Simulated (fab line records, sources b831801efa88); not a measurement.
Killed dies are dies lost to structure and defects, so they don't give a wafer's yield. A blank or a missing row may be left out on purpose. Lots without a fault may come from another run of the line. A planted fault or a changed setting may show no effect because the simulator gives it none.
fab line records | flow sky130
record lots=12 wafers=36 last_day=51
route steps=708 shown METAL4@601 VIA4@639 PAD_OPEN@708
lots that met no fault: from a run of the same line without faults
start_h: hours from the record's first day to the start of the lot's first wafer shown | wait_h: hours since the lot's step before | " the same as in the row above | L1.1+2: a row that stands for several wafers | - no value, or no start given | * or withheld: withheld | < > ~ a bound
route shown NAME@n: a module of which the file shows steps, and the number in the route of the first | usual: mean/standard deviation of fault-free wafers | same: alike in all rows | chamber/n: place in a boat | sites: the reading at each site | _std_site: their standard deviation | _edge_site: outer sites' mean less inner sites' | radius_mm: how far each site lies from the wafer's centre | mask NAME#n: copy n | behind: the tool/chamber that last shaped the wafer | hold: why the lot was held/for how many hours/how that ended | device: the transistor (n, p or np) that didn't switch | end of line: the same wafers' tests at the end of the route | a step without rows: its recipe alone | killed: dies lost to structure and defects at the first sort, not the wafer's yield | map: a wafer's dies, x killed, . not, _ none there
set.NAME: the setting as run; set.NAME@STEP: as run at that earlier step | model.NAME: the simulator's own value behind a step, which no gauge read
steps of the route over a sample of lots; a table a step, a row a wafer
services: from which hour (start_h, from the record's first day; less than 0 if before it) a tool's chamber was out of use, for how many hours, and why
## steps
# step SKY_METAL4_SPUTTER_03
# recipe material=Ti target_thk_nm=5 power_w=3000 time_s=3.3 chamber_pressure_pa=0.4
# usual throttle_valve_pct=29.6/1.3
# columns lot.wafer tool chamber start_h wait_h throttle_valve_pct
L834.1 pvd_sputter-01 - 916.81 0.0 30.2
L834.2 " - " " 31.4
L834.4 " - " " 28.4
L835.1 pvd_sputter-03 - 938.43 0.0 27.8
L835.3 " - " " 28.9
L835.6 " - " " 28.9
L836.3 pvd_sputter-03 - 955.44 0.0 31.2
L836.4 " - " " 27.7
L836.6 " - " " 28.7
L838.2 pvd_sputter-01 - 957.57 0.0 30.2
L838.3 " - " " 28.5
L838.5 " - " " 28.8
L840.1 pvd_sputter-01 - 994.36 0.0 30.5
L840.4 " - " " 31.2
L840.6 " - " " 31.3
L842.2 pvd_sputter-03 - 995.31 0.0 27.4
L842.3 " - " " 30.7
L842.6 " - " " 31.2
L843.1 pvd_sputter-04 - 999.57 0.0 28.6
L843.2 " - " " 30.1
L843.6 " - " " 28.3
L844.3 pvd_sputter-01 - 1001.97 0.0 30.2
L844.4 " - " " 28.3
L844.6 " - " " 31.1
L847.1 pvd_sputter-03 - 1037.65 0.0 28.9
L847.4 " - " " 27.7
L847.6 " - " " 29.0
L846.1 pvd_sputter-01 - 1038.79 0.0 28.4
L846.4 " - " " 30.0
L846.6 " - " " 30.5
L845.1 pvd_sputter-01 - 1041.87 0.0 28.3
L845.5 " - " " 31.2
L845.6 " - " " 28.4
L857.2 pvd_sputter-01 - 1086.16 0.0 28.5
L857.5 " - " " 28.3
L857.6 " - " " 31.4
# step SKY_METAL4_CD_MEAS_13
# recipe target_cd_nm=300
# usual cd_nm=299.9/1.5
# columns lot.wafer tool chamber start_h wait_h cd_nm
L834.1 cd_sem-01 - 966.21 - 300.6
L834.2 " - " " 300.6
L834.4 " - " " 300.9
L835.1 cd_sem-01 - 987.37 - 300.6
L835.3 " - " " 300.3
L835.6 " - " " 301.6
L836.3 cd_sem-02 - 1003.37 - 300.1
L836.4 " - " " 299.4
L836.6 " - " " 299.8
L838.2 cd_sem-01 - 1003.89 - 299.7
L838.3 " - " " 301.1
L838.5 " - " " 300.6
L840.1 cd_sem-02 - 1041.05 - 301.7
L840.4 " - " " 300.4
L840.6 " - " " 299.9
L842.2 cd_sem-01 - 1041.77 - 302.4
L842.3 " - " " 303.2
L842.6 " - " " 301.7
L843.1 cd_sem-02 - 1046.29 - 300.0
L843.2 " - " " 300.8
L843.6 " - " " 301.0
L844.3 cd_sem-02 - 1047.48 - 300.7
L844.4 " - " " 300.4
L844.6 " - " " 300.8
L847.1 cd_sem-02 - 1080.14 - 300.4
L847.4 " - " " 301.2
L847.6 " - " " 301.5
L846.1 cd_sem-01 - 1081.75 - 298.1
L846.4 " - " " 299.6
L846.6 " - " " 299.9
L845.1 cd_sem-01 - 1083.70 - 301.4
L845.5 " - " " 301.4
L845.6 " - " " 300.8
L857.2 cd_sem-01 - 1127.26 - 302.3
L857.5 " - " " 301.7
L857.6 " - " " 301.0
# step SKY_VIA4_HDPCVD_00
# recipe material=SiO2 target_thk_nm=1750 sigma_open_frac=0.3 time_s=291.7 temp_c=400 sih4_flow_sccm=60 pressure_mtorr=6
# usual sih4_flow_sccm=60.00/0.17
# columns lot.wafer tool chamber start_h wait_h sih4_flow_sccm
L834.1 hdpcvd-01 0 967.33 0.0 59.92
L834.2 " 1 " " 60.21
L834.4 " 0 " " 59.60
L835.1 hdpcvd-02 0 988.51 0.0 59.96
L835.3 " 1 " " 59.90
L835.6 " 0 " " 60.10
L836.3 hdpcvd-01 1 1004.42 0.0 59.95
L836.4 " 2 " " 59.89
L836.6 " 1 " " 60.01
L838.2 hdpcvd-02 1 1004.95 0.0 60.11
L838.3 " 0 " " 59.97
L838.5 " 0 " " 60.14
L840.1 hdpcvd-02 1 1042.15 0.0 60.18
L840.4 " 0 " " 60.07
L840.6 " 2 " " 59.78
L842.2 hdpcvd-01 2 1042.82 0.0 60.22
L842.3 " 1 " " 59.96
L842.6 " 1 " " 60.07
L843.1 hdpcvd-01 2 1047.37 0.0 60.11
L843.2 " 0 " " 60.02
L843.6 " 0 " " 60.10
L844.3 hdpcvd-01 0 1048.51 0.0 60.21
L844.4 " 1 " " 59.67
L844.6 " 2 " " 60.04
L847.1 hdpcvd-01 2 1081.38 0.0 72.06
L847.4 " 2 " " 72.28
L847.6 " 0 " " 71.80
L846.1 hdpcvd-01 1 1082.98 0.0 71.78
L846.4 " 0 " " 71.92
L846.6 " 1 " " 71.86
L845.1 hdpcvd-02 0 1084.90 0.0 59.96
L845.5 " 0 " " 60.16
L845.6 " 1 " " 59.81
L857.2 hdpcvd-02 0 1128.31 0.0 59.97
L857.5 " 1 " " 60.11
L857.6 " 0 " " 59.94
# step SKY_VIA4_THK_MEAS_01
# recipe reads=SiO2_of_VIA4_HDPCVD_00
# usual VIA4_HDPCVD_THK=1759/17
# columns lot.wafer tool chamber start_h wait_h VIA4_HDPCVD_THK[nm]
L834.1 film_metro-04 - 967.51 0.1 1725
L834.2 " - " " 1753
L834.4 " - " " 1745
L835.1 film_metro-03 - 988.69 0.1 1770
L835.3 " - " " 1754
L835.6 " - " " 1770
L836.3 film_metro-02 - 1004.62 0.1 1726
L836.4 " - " " 1721
L836.6 " - " " 1736
L838.2 film_metro-02 - 1005.14 0.1 1769
L838.3 " - " " 1794
L838.5 " - " " 1761
L840.1 film_metro-03 - 1042.33 0.1 1751
L840.4 " - " " 1746
L840.6 " - " " 1765
L842.2 film_metro-03 - 1043.01 0.1 1762
L842.3 " - " " 1779
L842.6 " - " " 1769
L843.1 film_metro-03 - 1047.55 0.1 1762
L843.2 " - " " 1737
L843.6 " - " " 1778
L844.3 film_metro-02 - 1048.71 0.1 1757
L844.4 " - " " 1764
L844.6 " - " " 1748
L847.1 film_metro-02 - 1081.56 0.1 2114
L847.4 " - " " 2112
L847.6 " - " " 2111
L846.1 film_metro-03 - 1083.16 0.1 2133
L846.4 " - " " 2121
L846.6 " - " " 2130
L845.1 film_metro-03 - 1085.09 0.1 1747
L845.5 " - " " 1736
L845.6 " - " " 1750
L857.2 film_metro-02 - 1128.59 0.2 1777
L857.5 " - " " 1773
L857.6 " - " " 1775
# step SKY_VIA4_ETCH_12
# recipe target=SiO2 chemistry=C4F8/O2/Ar stop_on=TiN mask_material=NOVOLAK source_w=1500 bias_w=1200 pressure_mtorr=40 c4f8_flow_sccm=withheld O2_flow_sccm=6 Ar_flow_sccm=300 time_s=withheld target_depth_a=5800
# usual oes_product_au=0.927/0.0048
# columns lot.wafer tool chamber start_h wait_h oes_product_au
L834.1 rie_diel-03 3 990.90 0.0 0.929
L834.2 " 1 " " 0.926
L834.4 " 2 " " 0.924
L835.1 rie_diel-02 0 1011.90 0.0 0.934
L835.3 " 2 " " 0.925
L835.6 " 1 " " 0.929
L836.3 rie_diel-03 1 1027.85 0.0 0.923
L836.4 " 3 " " 0.935
L836.6 " 2 " " 0.926
L838.2 rie_diel-01 1 1028.15 0.0 0.934
L838.3 " 3 " " 0.924
L838.5 " 1 " " 0.928
L840.1 rie_diel-02 1 1062.74 0.0 0.917
L840.4 " 2 " " 0.931
L840.6 " 2 " " 0.923
L842.2 rie_diel-01 3 1064.03 0.0 0.931
L842.3 " 2 " " 0.930
L842.6 " 0 " " 0.927
L843.1 rie_diel-02 3 1069.00 0.0 0.926
L843.2 " 2 " " 0.926
L843.6 " 2 " " 0.926
L844.3 rie_diel-03 0 1069.47 0.0 0.925
L844.4 " 3 " " 0.931
L844.6 " 2 " " 0.929
L847.1 rie_diel-01 0 1101.77 0.0 0.925
L847.4 " 2 " " 0.920
L847.6 " 0 " " 0.922
L846.1 rie_diel-01 2 1103.95 0.0 0.926
L846.4 " 0 " " 0.921
L846.6 " 3 " " 0.929
L845.1 rie_diel-01 2 1105.94 0.0 0.934
L845.5 " 2 " " 0.929
L845.6 " 1 " " 0.935
L857.2 rie_diel-02 1 1147.34 0.0 0.931
L857.5 " 2 " " 0.919
L857.6 " 3 " " 0.921
# step SKY_PAD_OPEN_PROBE_99
# usual defect_limited_yield=82.4/2.1 killed_at_M0_to_M3=44/7.4 killed_at_M4_up=3.2/2 killed_at_contacts=24/5.1 killed_at_front_end=15/4.8 killed_at_other=0.2/0.46 killed_dies=86/10 killed_open=47/7.5 killed_short=39/7 sort_bin_3_pad_short=0.9/0.4 sort_bin_5_function=10.4/1.5 sort_bin_6_memory=6.3/1.2 sort_n_pass=406/10 sort_yield_pct=82.4/2.1
# same gross_dies=492 killed_at_back_side=0 sort_bin_4_leakage[%]=0 sort_bin_8_speed[%]=0
# columns lot.wafer tool chamber start_h wait_h defect_limited_yield[%] killed_at_M0_to_M3 killed_at_M4_up killed_at_contacts killed_at_front_end killed_at_other killed_dies killed_open killed_short sort_bin_3_pad_short[%] sort_bin_5_function[%] sort_bin_6_memory[%] sort_n_pass sort_yield_pct[%]
L834.1 prober-01 - 1064.19 0.1 81.9 40 5 26 17 1 89 47 41 0.6 12.6 4.9 403 81.9
L834.2 prober-01 - 1064.24 0.1 84.3 44 3 20 10 0 77 45 31 0.2 9.3 6.1 415 84.3
L834.4 prober-01 - 1064.34 0.2 81.7 49 3 16 22 0 90 58 32 1.0 11.6 5.7 402 81.7
L835.1 prober-02 - 1081.34 0.1 83.1 44 1 21 17 0 83 42 41 0.8 8.7 7.3 409 83.1
L835.3 prober-02 - 1081.44 0.2 81.7 31 2 35 22 0 90 45 45 0.8 9.3 8.1 402 81.7
L835.6 prober-02 - 1081.59 0.2 82.5 42 3 33 8 0 86 53 33 0.6 10.2 6.7 406 82.5
L836.3 prober-01 - 1095.90 0.2 81.5 50 1 22 18 0 91 55 35 0 8.9 9.6 401 81.5
L836.4 prober-01 - 1095.95 0.2 81.1 48 1 22 22 0 93 52 40 1.0 10.4 7.5 399 81.1
L836.6 prober-01 - 1096.05 0.2 82.9 43 1 19 19 2 84 57 26 0.2 10.6 6.3 408 82.9
L838.2 prober-02 - 1096.90 0.1 80.5 50 5 29 11 1 96 56 40 1.2 10.2 8.1 396 80.5
L838.3 prober-02 - 1096.95 0.2 81.1 49 3 19 22 0 93 43 50 0.4 10.6 7.9 399 81.1
L838.5 prober-02 - 1097.05 0.2 81.5 41 5 26 19 0 91 47 44 1.0 11.2 6.3 401 81.5
L844.3 prober-02 - 1135.52 0.2 83.9 33 2 25 19 0 79 39 40 0.8 10.0 5.3 413 83.9
L844.4 prober-02 - 1135.57 0.2 83.7 43 0 19 17 1 80 49 31 0.2 9.8 6.3 412 83.7
L844.6 prober-02 - 1135.67 0.2 82.5 44 5 28 9 0 86 34 52 0.8 10.6 6.1 406 82.5
L847.1 prober-02 - 1163.71 0.1 81.9 53 0 22 14 0 89 49 40 1.4 9.3 7.3 403 81.9
L847.4 prober-02 - 1163.86 0.2 81.1 40 5 31 16 1 93 39 53 0.8 11.0 7.1 399 81.1
L847.6 prober-02 - 1163.96 0.2 80.7 52 4 27 12 0 95 42 53 0.6 12.6 6.1 397 80.7
L857.2 prober-02 - 1211.88 0.1 81.9 58 2 15 14 0 89 43 46 0.6 11.0 6.5 403 81.9
L857.5 prober-02 - 1212.03 0.2 80.7 53 3 27 12 0 95 52 43 0.4 12.8 6.1 397 80.7
L857.6 prober-02 - 1212.08 0.2 83.9 41 3 23 11 1 79 50 29 0.8 9.1 6.1 413 83.9
# killed by level:class
L834.1 CONTACT:geometric_particle:open=12 VIA1:geometric_particle:open=12 LI_CONTACT:geometric_particle:short=7 FIELD_ISO:geometric_particle:short=6 VIA1:geometric_particle:short=6 METAL2:geometric_particle:short=6 METAL4:geometric_particle:short=4 POLY_GATE:geometric_particle:short=3
L834.2 VIA1:geometric_particle:open=13 CONTACT:geometric_particle:open=8 VIA2:geometric_particle:open=7 METAL2:geometric_particle:short=6 LI_CONTACT:geometric_particle:open=5 LOCAL_INTERCONNECT:geometric_particle:short=5 VIA3:geometric_particle:open=5 VIA1:geometric_particle:short=4
L834.4 VIA1:geometric_particle:open=12 VIA3:geometric_particle:open=12 POLY_GATE:geometric_particle:open=8 LI_CONTACT:geometric_particle:open=7 VIA2:geometric_particle:open=6 POLY_GATE:geometric_particle:short=4 VIA3:geometric_particle:short=4 FIELD_ISO:geometric_particle:open=3
L835.1 VIA1:geometric_particle:open=13 CONTACT:geometric_particle:open=10 METAL1:geometric_particle:short=8 POLY_GATE:geometric_particle:short=6 VIA3:geometric_particle:open=6 CONTACT:geometric_particle:short=5 VIA1:geometric_particle:short=5 POLY_GATE:geometric_particle:open=4
L835.3 CONTACT:geometric_particle:open=12 FIELD_ISO:geometric_particle:short=8 LI_CONTACT:geometric_particle:open=8 POLY_GATE:geometric_particle:short=6 VIA1:geometric_particle:open=6 LOCAL_INTERCONNECT:geometric_particle:short=5 CONTACT:geometric_particle:short=5 POLY_GATE:geometric_particle:open=4
L835.6 CONTACT:geometric_particle:open=13 VIA1:geometric_particle:open=11 LI_CONTACT:geometric_particle:open=9 VIA3:geometric_particle:open=6 VIA2:geometric_particle:open=5 LOCAL_INTERCONNECT:geometric_particle:short=4 CONTACT:geometric_particle:short=4 VIA1:geometric_particle:short=4
L836.3 VIA1:geometric_particle:open=15 CONTACT:geometric_particle:open=9 VIA2:geometric_particle:open=8 METAL1:geometric_particle:short=7 VIA3:geometric_particle:open=6 FIELD_ISO:geometric_particle:open=4 POLY_GATE:geometric_particle:open=4 METAL2:geometric_particle:short=4
L836.4 VIA3:geometric_particle:open=12 CONTACT:geometric_particle:open=10 FIELD_ISO:geometric_particle:short=7 METAL1:geometric_particle:short=7 VIA1:geometric_particle:open=6 FIELD_ISO:geometric_particle:open=4 LI_CONTACT:geometric_particle:open=4 LOCAL_INTERCONNECT:geometric_particle:short=4
L836.6 VIA2:geometric_particle:open=12 FIELD_ISO:geometric_particle:open=8 VIA1:geometric_particle:open=8 LI_CONTACT:geometric_particle:open=7 CONTACT:geometric_particle:open=7 METAL2:geometric_particle:short=7 VIA3:geometric_particle:open=6 FIELD_ISO:geometric_particle:short=5
L838.2 CONTACT:geometric_particle:open=15 VIA2:geometric_particle:open=10 VIA1:geometric_particle:short=8 VIA1:geometric_particle:open=8 METAL1:geometric_particle:short=7 LI_CONTACT:geometric_particle:open=6 VIA3:geometric_particle:open=6 METAL2:geometric_particle:short=5
L838.3 VIA1:geometric_particle:short=11 CONTACT:geometric_particle:open=8 VIA1:geometric_particle:open=7 VIA3:geometric_particle:open=6 POLY_GATE:geometric_particle:open=6 SPACER:geometric_particle:short=6 METAL1:geometric_particle:short=5 VIA2:geometric_particle:short=5
L838.5 CONTACT:geometric_particle:open=9 VIA1:geometric_particle:open=8 METAL1:geometric_particle:short=8 VIA2:geometric_particle:open=7 VIA3:geometric_particle:open=7 LOCAL_INTERCONNECT:geometric_particle:short=6 METAL2:geometric_particle:short=5 POLY_CUT:geometric_particle:short=4
L844.3 CONTACT:geometric_particle:open=11 FIELD_ISO:geometric_particle:short=7 METAL2:geometric_particle:short=7 VIA1:geometric_particle:open=6 VIA3:geometric_particle:open=5 FIELD_ISO:geometric_particle:open=4 LI_CONTACT:geometric_particle:open=4 LOCAL_INTERCONNECT:geometric_particle:short=4
L844.4 LI_CONTACT:geometric_particle:open=11 VIA3:geometric_particle:open=8 VIA1:geometric_particle:open=7 METAL2:geometric_particle:short=7 VIA1:geometric_particle:short=6 VIA2:geometric_particle:open=6 POLY_GATE:geometric_particle:open=5 FIELD_ISO:geometric_particle:short=4
L844.6 CONTACT:geometric_particle:short=9 VIA1:geometric_particle:open=9 VIA1:geometric_particle:short=8 CONTACT:geometric_particle:open=7 METAL2:geometric_particle:short=7 VIA2:geometric_particle:short=5 METAL1:geometric_particle:short=4 LI_CONTACT:geometric_particle:short=4
L847.1 VIA2:geometric_particle:open=12 VIA1:geometric_particle:open=10 METAL2:geometric_particle:short=7 LI_CONTACT:geometric_particle:open=6 LI_CONTACT:geometric_particle:short=6 FIELD_ISO:geometric_particle:short=5 VIA3:geometric_particle:open=5 VIA3:geometric_particle:short=5
L847.4 LI_CONTACT:geometric_particle:open=11 FIELD_ISO:geometric_particle:short=9 VIA1:geometric_particle:open=9 CONTACT:geometric_particle:short=7 METAL1:geometric_particle:short=7 VIA2:geometric_particle:open=6 VIA2:geometric_particle:short=5 LI_CONTACT:geometric_particle:short=4
L847.6 METAL1:geometric_particle:short=9 METAL2:geometric_particle:short=8 LI_CONTACT:geometric_particle:open=8 VIA3:geometric_particle:open=8 CONTACT:geometric_particle:open=7 VIA1:geometric_particle:short=7 VIA2:geometric_particle:open=7 LOCAL_INTERCONNECT:geometric_particle:short=5
L857.2 VIA1:geometric_particle:open=12 METAL1:geometric_particle:short=10 VIA3:geometric_particle:open=9 CONTACT:geometric_particle:open=7 VIA1:geometric_particle:short=7 METAL2:geometric_particle:short=6 CONTACT:geometric_particle:short=4 VIA3:geometric_particle:short=4
L857.5 CONTACT:geometric_particle:open=11 VIA2:geometric_particle:open=11 VIA1:geometric_particle:open=10 VIA1:geometric_particle:short=10 CONTACT:geometric_particle:short=8 METAL2:geometric_particle:short=6 FIELD_ISO:geometric_particle:short=5 FIELD_ISO:geometric_particle:open=5
L857.6 CONTACT:geometric_particle:open=12 VIA2:geometric_particle:open=9 LI_CONTACT:geometric_particle:open=7 VIA1:geometric_particle:open=6 METAL2:geometric_particle:short=5 METAL1:geometric_particle:short=4 FIELD_ISO:geometric_particle:open=3 POLY_GATE:geometric_particle:open=3
## services
# columns tool chamber start_h hours kind
rie_diel-03 1 893.40 3.9 repair
hdpcvd-02 - 900.40 4.3 pm
hdpcvd-02 - 950.25 15.0 pm
rie_diel-03 0 968.14 4.5 repair
rie_diel-03 2 971.56 6.0 repair
rie_diel-01 - 974.72 14.6 pm
rie_diel-03 - 992.80 14.6 pm
rie_diel-01 3 1006.96 6.3 repair
hdpcvd-02 - 1007.24 2.0 repair
hdpcvd-02 - 1008.46 0.4 repair
rie_diel-02 2 1014.51 4.0 repair
hdpcvd-02 0 1024.92 3.8 repair
pvd_sputter-03 - 1044.63 1.0 repair
hdpcvd-02 - 1072.96 2.8 pm
rie_diel-02 3 1073.81 6.2 repair
rie_diel-03 2 1083.86 6.2 repair
rie_diel-03 0 1089.61 4.8 repair
pvd_sputter-03 - 1095.03 0.6 repair
rie_diel-01 - 1115.16 0.2 repair
hdpcvd-02 2 1119.25 16.0 repair
rie_diel-03 - 1121.58 0.9 repair
rie_diel-02 3 1129.41 3.9 repair
hdpcvd-02 0 1129.48 19.8 repair
rie_diel-02 2 1133.10 6.2 repair
## key
first_sign step=SKY_VIA4_HDPCVD_00 reading=sih4_flow_sccm direction=up sigmas=70 usual=60.00 struck=71.95
effect step=SKY_VIA4_THK_MEAS_01 reading=VIA4_HDPCVD_THK direction=up sigmas=21 usual=1759 struck=2120
met_at SKY_VIA4_HDPCVD_00
struck_lots L846,L847
not_acting_at SKY_METAL4_SPUTTER_03,SKY_METAL4_CD_MEAS_13,SKY_VIA4_ETCH_12
onset_between 1048.51 1081.38
fault kind=process_parameter_drift tool=hdpcvd-01 chamber=- onset_h=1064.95 steps=SKY_VIA4_HDPCVD_00 channel=sih4_flow_sccm offset=12 shape=step end_h=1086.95 acts_in=these_recipes_only stated=60
